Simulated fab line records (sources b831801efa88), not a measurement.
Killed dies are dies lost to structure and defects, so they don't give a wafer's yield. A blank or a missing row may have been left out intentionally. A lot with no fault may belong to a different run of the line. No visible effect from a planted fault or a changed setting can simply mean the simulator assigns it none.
Comparing a struck lot with a sound one	flow sky130	15 out of 708 route steps
Sound: wafers L329.2, L329.4, L329.6. The struck wafers were L322.1, L322.2, L322.5. The cause is given at the end.
For every step that has rows: the tool of each side, followed by ch and its chambers, followed by its first start. Under that, the readings that differ: sound wafers	struck wafers	difference of the means	sigmas: that difference in standard deviations of wafers without a fault.
alike: words and numbers the same on both sides, and readings whose means are apart by under 2 such deviations; not compared: readings that were withheld, readings missing a value for some wafer, numbers with overlapping values and no deviation given by the record, and bounds like >300 which may hide the same value.
Wherever a step has rows on one side only, a row that says differs or no value, or a row with sigmas, the two part there. Numbers that have no deviation but don't overlap get no sigmas and don't part them. Lack of a reading on every wafer of one side parts them only where that side has two or more wafers.

first, 6 steps without rows for these wafers: SKY_GATE_OXIDE_HMDS_04 (prime time 60 s); SKY_GATE_OXIDE_COAT_05 (resist thk 1140 nm); SKY_GATE_OXIDE_SOFTBAKE_06 (time 60 s); SKY_GATE_OXIDE_EXPOSE_07 (exposes mask LVOM, target cd 600 nm); SKY_GATE_OXIDE_PEB_08; SKY_GATE_OXIDE_DEVELOP_09 (develop time 60 s).
SKY_GATE_OXIDE_OVL_MEAS_10:
  sound on overlay-02 at day 17 08:58; struck on overlay-02 at day 14 19:43
  alike: GATE_OXIDE_OVL
then, 2 steps without rows for these wafers: SKY_GATE_OXIDE_IMPLANT_11; SKY_GATE_OXIDE_WET_ETCH_12 (etches SiO2 in dHF, target depth 16.8 nm, time 336 s).
SKY_GATE_OXIDE_STRIP_13: strips in O2/N2.
  sound on plasma_asher-04 ch 0, day 17 09:15; struck on plasma_asher-04 ch 0,1, day 14 20:00
  alike: drypump_motor_current_A, oes_product_au, strip_time_to_endpoint_s
  not compared: rf_hours_counter_h
SKY_GATE_OXIDE_TW_MEAS_14:
  sound on film_metro-02 at day 17 09:22; struck on film_metro-02 at day 14 20:06
  alike: GATE_OXIDE_TW
then, 1 step without rows for these wafers: SKY_GATE_OXIDE_CLEAN_15 (cleans in SC1/SC2, time 150 s).
-- the record jumps here: 5 days lie between the struck wafers' starts before and after --
SKY_GATE_OXIDE_OXIDATION_16: stabilise 600 s, purge 300 s, target thk 3.57 nm.
  sound on furnace-02 ch 0, day 17 09:28; struck on furnace-02 ch 0, day 19 20:47
  alike: ramp_down_c_per_min, tube_center_temp_C, zone_power_centre_pct
then, 1 step without rows for these wafers: SKY_POLY_GATE_CVD_00 (deposits poly-Si, target thk 180 nm, time 720 s).
-- record jumps: 32 days separate the struck wafers' starts on either side; left off in module POLY_GATE, taken up again in module PAD_OPEN, whose first shown step is the route's number 708 --
SKY_PAD_OPEN_PROBE_99:
  sound on prober-01 at day 47 23:59; struck on prober-02 at day 51 12:49
reading	sound	struck	difference	sigmas
killed_at_other	0 0 0	0 1 3	+1	+2
model.etest.cap_thin_oxide.gate_bv_v (V)	6.955 7.02 7.034	6.343 6.412 6.468	-0.595	
model.etest.cap_thin_oxide.tox_acc_nm (nm)	4.337 4.352 4.326	4.4 4.439 4.39	+0.1	
model.etest.nfet_01v8.tox_inv_nm (nm)	4.359 4.409 4.314	4.429 4.443 4.429	+0.073	
  alike: killed_at_M0_to_M3, killed_at_M4_up, killed_at_contacts, killed_at_front_end, killed_dies, killed_open, killed_short
  not compared: model.etest.pfet_01v8.tox_inv_nm, model.etest.nfet_01v8.vt_long_v, model.etest.nfet_01v8_turned.vt_v

== WHERE THEY PART ==
Only at SKY_PAD_OPEN_PROBE_99, as far as this record shows.

WHY: whatever the simulator had introduced
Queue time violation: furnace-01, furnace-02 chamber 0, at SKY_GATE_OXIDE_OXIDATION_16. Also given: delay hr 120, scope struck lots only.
